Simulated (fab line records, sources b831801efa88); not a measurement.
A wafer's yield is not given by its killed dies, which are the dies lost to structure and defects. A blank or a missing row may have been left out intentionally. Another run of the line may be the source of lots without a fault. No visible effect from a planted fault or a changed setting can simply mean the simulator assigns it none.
A lot that was struck, set against a sound lot || flow gf180mcu || 37 out of 602 route steps
Sound: these wafers, L225.3, L225.4, L225.5. The struck wafers were L237.2, L237.4, L237.5. The cause is given at the end.
For every step that has rows: the tool of each side, followed by ch and its chambers, followed by its first start. Under that, the readings that differ: sound wafers || struck wafers || difference of the means || sigmas: that difference in standard deviations of wafers without a fault.
alike: readings whose means differ by less than 2 such deviations, and words and numbers that are the same on both sides. not compared: withheld readings, readings that some wafer has no value for, bounds like >300 that may hide the same value, and numbers for which the record gives no deviation and whose values overlap.
Wherever a step has rows on one side only, a row that says differs or no value, or a row with sigmas, the two part there. Numbers that don't overlap but have no deviation are shown without sigmas and don't part them. A reading that every wafer of one side lacks parts them only if that side has two wafers or more.

first, 2 steps without rows for these wafers: GF_M3_PEB_12 (peb time 90 s); GF_M3_DEVELOP_13 (develop time 60 s).
GF_M3_CD_MEAS_14: target cd 280 nm.
  struck on cdSem-02, day 28 09:26; sound on cdSem-01, day 25 03:01
  alike: cdNm
GF_M3_OVL_MEAS_15:
  struck on overlay-01, day 28 09:33; sound on overlay-01, day 25 03:07
  alike: M3_OVL
then, 1 step without rows for these wafers: GF_M3_METAL_ETCH_16 (etches the open film in Cl2/BCl3, stops on SiO2, target depth 627.5 nm, time 104.6 s).
GF_M3_STRIP_17: strips in O2/N2.
  sound on plasmaAsher-01 ch 0,1, day 25 03:17; struck on plasmaAsher-03 ch 0,1, day 28 09:41
  alike: drypumpMotorCurrentA, heaterPowerW, oesProductAu, platenTempC, stripTimeToEndpointS
  not compared: rfHoursCounterH
then, 3 steps without rows for these wafers: GF_M3_STRIP_18 (strips in post etch residue remover, time 1200 s); GF_M3_CLEAN_19 (cleans in DIW); GF_V3_CVD_00 (deposits SiO2, target thk 600 nm, time 100 s).
GF_V3_THK_MEAS_01:
  struck on filmMetro-02, day 28 10:19; sound on filmMetro-04, day 25 03:52
  alike: V3_CVD_00_THK
GF_V3_CVD_02: deposits SiO2 from TEOS, target thk 850 nm, time 94.851 s.
  sound on pecvd-04 ch 0,1,2, day 25 03:55; struck on pecvd-04 ch 0,1,2, day 28 10:22
  alike: heaterPowerW
GF_V3_THK_MEAS_03:
  struck on filmMetro-02, day 28 10:37; sound on filmMetro-01, day 25 04:00
  alike: V3_CVD_02_THK
GF_V3_CMP_04: polishes SiO2.
  sound on cmp-01 ch 0,1,2, day 25 04:08; struck on cmp-01 ch 0,1,3, day 28 10:46
{"reading": "timeToEndpointS (s)", "sound": "75 76 82", "struck": "111 111 114", "difference": "+34", "sigmas": "+7"}
{"reading": "model.SiO2_of_V3_CVD_02.thkNm (nm)", "sound": "632.3 631.4 631.2", "struck": "569.9 568.7 569.8", "difference": -62.2, "sigmas": ""}
  alike: headPressurePsi, motorCurrentA
GF_V3_BOW_MEAS_05:
  struck on filmMetro-02, day 28 10:59; sound on filmMetro-02, day 25 04:23
  alike: V3_BOW
then, 8 steps without rows for these wafers: GF_V3_DEHYDRATE_06 (time 60 s); GF_V3_HMDS_07 (prime time 60 s); GF_V3_COAT_08; GF_V3_COAT_09 (resist thk 1000 nm); GF_V3_SOFTBAKE_10 (time 60 s); GF_V3_EXPOSE_11 (exposes mask Via3, target cd 260 nm); GF_V3_PEB_12 (peb time 90 s); GF_V3_DEVELOP_13 (develop time 60 s).
GF_V3_CD_MEAS_14: target cd 260 nm.
  struck on cdSem-02, day 29 05:56; sound on cdSem-01, day 26 01:22
  alike: cdNm
GF_V3_OVL_MEAS_15:
  struck on overlay-02, day 29 06:03; sound on overlay-01, day 26 01:28
  alike: V3_OVL
then, 1 step without rows for these wafers: GF_V3_ETCH_16 (etches BARC in N2/H2).
GF_V3_ETCH_17: etches SiO2 in C4F8/O2/Ar, stops on TiN, target depth 635 nm.
  sound: rieDiel-04 ch 0,1,2; struck: rieDiel-04 ch 0,1,2
{"reading": "oesProductAu (a.u.)", "sound": "0.859 0.854 0.853", "struck": "0.812 0.803 0.814", "difference": -0.046, "sigmas": -9}
{"reading": "model.etch.depthNm (nm)", "sound": "632.3 631.4 631.2", "struck": "569.9 568.7 569.8", "difference": -62.2, "sigmas": ""}
{"reading": "model.V3.featureDepthNm (nm)", "sound": "632.3 631.4 631.2", "struck": "569.9 568.7 569.8", "difference": -62.2, "sigmas": ""}
then, 3 steps without rows for these wafers: GF_V3_STRIP_18 (strips in O2/N2); GF_V3_STRIP_19 (strips in post etch residue remover, time 1200 s); GF_V3_CLEAN_20 (cleans in DIW).
GF_V3_SPUTTER_21: material Ti, target thk 15 nm, time 80.02 s.
  struck on pvdSputter-01, day 29 06:45; sound on pvdSputter-03, day 26 02:08
  alike: throttleValvePct
GF_V3_SPUTTER_22: material TiN, target thk 10 nm, time 40 s.
  struck on pvdSputter-01, day 29 06:49; sound on pvdSputter-03, day 26 02:12
  alike: throttleValvePct
then, 1 step without rows for these wafers: GF_V3_CVD_23 (deposits W, target thk 350 nm, time 104.9 s).
GF_V3_RS_MEAS_24: the measuring method here is four-point-probe.
  struck on filmMetro-02, day 29 06:59; sound on filmMetro-01, day 26 02:23
  alike: V3_W_RS
GF_V3_THK_MEAS_25: measures by xrf.
  struck on filmMetro-02, day 29 07:05; sound on filmMetro-01, day 26 02:29
  alike: V3_W_THK
GF_V3_CMP_26: polishes, stops on SiO2, t overpolish 15 s, target thk 0 nm.
  sound on cmp-02 ch 0,2,3, day 26 02:32; struck on cmp-02 ch 0,3, day 29 07:08
{"reading": "model.SiO2_of_V3_CVD_02.thkNm (nm)", "sound": "628.5 627.6 627.4", "struck": "566.1 564.9 566", "difference": -62.2, "sigmas": ""}
  alike: headPressurePsi, motorCurrentA
GF_M4_SPUTTER_00: material Ti, target thk 37.5 nm, time 150 s.
  struck on pvdSputter-03, day 29 07:26; sound on pvdSputter-02, day 26 02:50
  alike: throttleValvePct
GF_PASSIVATION_PROBE_99:
  rows exist in the record for the sound wafers here (prober-02, day 32 03:05), none for the struck ones

## WHERE THEY PART
First at GF_V3_CMP_04; last, within this record, at GF_PASSIVATION_PROBE_99.

WHY: the cause the simulator had injected
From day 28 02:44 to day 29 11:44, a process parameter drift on cmp-01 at GF_V3_CMP_04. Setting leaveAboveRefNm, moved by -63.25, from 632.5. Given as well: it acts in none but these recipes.
